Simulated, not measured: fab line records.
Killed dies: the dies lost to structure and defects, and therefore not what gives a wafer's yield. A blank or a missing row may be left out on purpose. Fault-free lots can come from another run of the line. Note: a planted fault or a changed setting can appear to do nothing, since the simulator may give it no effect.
Which tool was responsible? | flow gf180mcu | 42 wafers from 14 lots sampled at 4 of the route's 602 steps

## WHAT THE GAUGES READ, wafer by wafer
GF_NSD_OVL_MEAS_08.
lot  | measured     | on         | NSD_OVL (nm)
L307 | day 14 17:58 | overlay-01 | 0.0 0.3 0.0
L308 | day 15 01:02 | overlay-02 | -0.3 -0.9 -0.8
L309 | day 15 10:44 | overlay-01 | 2.1 2.8 3.8
L310 | day 15 22:11 | overlay-02 | -0.9 -1.0 -0.1
L312 | day 16 10:46 | overlay-02 | 0.0 2.0 1.4
L313 | day 16 18:44 | overlay-02 | 0.9 0.4 -1.3
L314 | day 17 10:16 | overlay-01 | -2.9 -0.7 -2.3
L315 | day 17 13:13 | overlay-01 | -0.2 0.1 0.4
L316 | day 17 19:53 | overlay-02 | 3.0 2.5 3.2
L317 | day 18 03:53 | overlay-01 | 1.2 3.0 0.9
L319 | day 18 21:07 | overlay-02 | 0.6 -0.4 -2.3
L322 | day 19 21:31 | overlay-02 | 1.7 2.8 2.4
L325 | day 21 00:47 | overlay-01 | -0.1 1.3 1.7
L326 | day 21 08:17 | overlay-02 | 0.4 0.0 0.0

GF_PSD_OVL_MEAS_08.
lot  | measured     | on         | PSD_OVL (nm)
L307 | day 15 16:01 | overlay-01 | -0.3 -2.0 -0.3
L308 | day 15 23:08 | overlay-02 | 0.4 1.3 0.1
L309 | day 16 08:50 | overlay-01 | -0.4 1.2 0.4
L310 | day 16 20:41 | overlay-01 | -0.8 -1.2 1.5
L312 | day 17 10:46 | overlay-01 | 0.0 0.1 -0.1
L313 | day 17 17:59 | overlay-01 | 0.5 -0.7 0.4
L314 | day 18 09:46 | overlay-02 | -1.3 0.3 -0.7
L315 | day 18 13:07 | overlay-02 | 0.2 -0.7 0.6
L316 | day 18 20:49 | overlay-01 | -90.9 -92.7 -91.4
L317 | day 19 04:16 | overlay-01 | -92.8 -95.6 -93.4
L319 | day 19 21:56 | overlay-02 | -93.5 -91.1 -93.4
L322 | day 20 21:40 | overlay-01 | 0.3 1.1 1.2
L325 | day 22 00:53 | overlay-01 | -91.4 -92.0 -92.7
L326 | day 22 08:02 | overlay-01 | -0.1 -0.4 0.9

## WHICH TOOL RAN EACH LOT (tool, then ch and the chambers of the sampled wafers, then the start)
lot  | GF_PSD_SOFTBAKE_03                | GF_PSD_EXPOSE_04
L307 | litho track-04 ch 0, day 15 05:09 | iline stepper-02 ch 0, day 15 05:18
L308 | litho track-02 ch 0, day 15 12:21 | iline stepper-01 ch 0, day 15 12:37
L309 | litho track-02 ch 0, day 15 21:40 | iline stepper-02 ch 0, day 15 21:56
L310 | litho track-04 ch 0, day 16 09:15 | iline stepper-02 ch 0, day 16 09:23
L312 | litho track-04 ch 0, day 16 22:39 | iline stepper-02 ch 0, day 16 22:56
L313 | litho track-04 ch 0, day 17 06:26 | iline stepper-02 ch 0, day 17 06:34
L314 | litho track-04 ch 0, day 17 21:39 | iline stepper-02 ch 0, day 17 21:48
L315 | litho track-04 ch 0, day 18 00:51 | iline stepper-02 ch 0, day 18 01:00
L316 | litho track-03 ch 0, day 18 08:28 | iline stepper-02 ch 0, day 18 08:37
L317 | litho track-04 ch 0, day 18 15:50 | iline stepper-02 ch 0, day 18 15:58
L319 | litho track-02 ch 0, day 19 09:36 | iline stepper-02 ch 0, day 19 09:52
L322 | litho track-04 ch 0, day 20 09:09 | iline stepper-01 ch 0, day 20 09:18
L325 | litho track-04 ch 0, day 21 12:57 | iline stepper-02 ch 0, day 21 13:13
L326 | litho track-02 ch 0, day 21 20:18 | iline stepper-01 ch 0, day 21 20:34
- GF_PSD_SOFTBAKE_03: time 61.61 s.
- GF_PSD_EXPOSE_04: exposes mask Pplus, target cd 400 nm.

## WHAT THE TOOLS THEMSELVES READ (means of the sampled wafers that have a number; where no wafer has one, the mark that the record gives instead)
GF_PSD_SOFTBAKE_03.
lot  | tool           | plate sensor t centre C (C) | plate sensor t edge C (C)
L307 | litho track-04 | 90.750                      | 90.833
L308 | litho track-02 | 90.765                      | 90.829
L309 | litho track-02 | 90.746                      | 90.828
L310 | litho track-04 | 90.757                      | 90.834
L312 | litho track-04 | 90.756                      | 90.836
L313 | litho track-04 | 90.754                      | 90.825
L314 | litho track-04 | 90.754                      | 90.818
L315 | litho track-04 | 90.749                      | 90.834
L316 | litho track-03 | 90.755                      | 90.839
L317 | litho track-04 | 90.764                      | 90.839
L319 | litho track-02 | 90.751                      | 90.828
L322 | litho track-04 | 90.764                      | 90.836
L325 | litho track-04 | 90.765                      | 90.832
L326 | litho track-02 | 90.761                      | 90.833

## THE ANSWER, worked out from the rows above alone
Rule: usual is defined by the lots themselves. The widest of any qualifying gaps counts: lots, ordered by their means at a reading, are off when they make up no more than a third of the lots, leave a main group of 4 or more, and stand apart from it by 3 or more times the standard deviation of that group's means. A main group is skipped when, at the precision printed for the reading in the tables above, its means are all equal. Also off: a lot with no number at a reading for which 4 or more lots have one. The other lots that the step has rows for count as sound. After the gauges, taken in route order, come the tools' own readings; for these a lot's mean is taken, as printed above. At the first step where some lot is off, the reading lying furthest off is the one used; lots without a number count as furthest.
Off: L316, L317, L319, L325, at GF_PSD_OVL_MEAS_08 (PSD_OVL). The main group has a mean of 0.1 nm with a standard deviation of 0.49.
A tool fits if, at a process step before that reading, it ran every lot that is off, and no sound lot after the first of them. Those tools and the gauges at GF_PSD_OVL_MEAS_08 are tried in the same way. One candidate fits, namely iline stepper-02 at GF_PSD_EXPOSE_04. Its last sound lot is L315 (day 18 01:00), its first lot that is off L316 (day 18 08:37): a fault that began between those two fits.

## WHAT THE SIMULATOR PUT IN
Scanner matching overlay: iline stepper-02, from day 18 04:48 on, at GF_PSD_EXPOSE_04. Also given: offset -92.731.
Lots struck among those shown: L316, L317, L319, L325. The rule above reached the same finding.
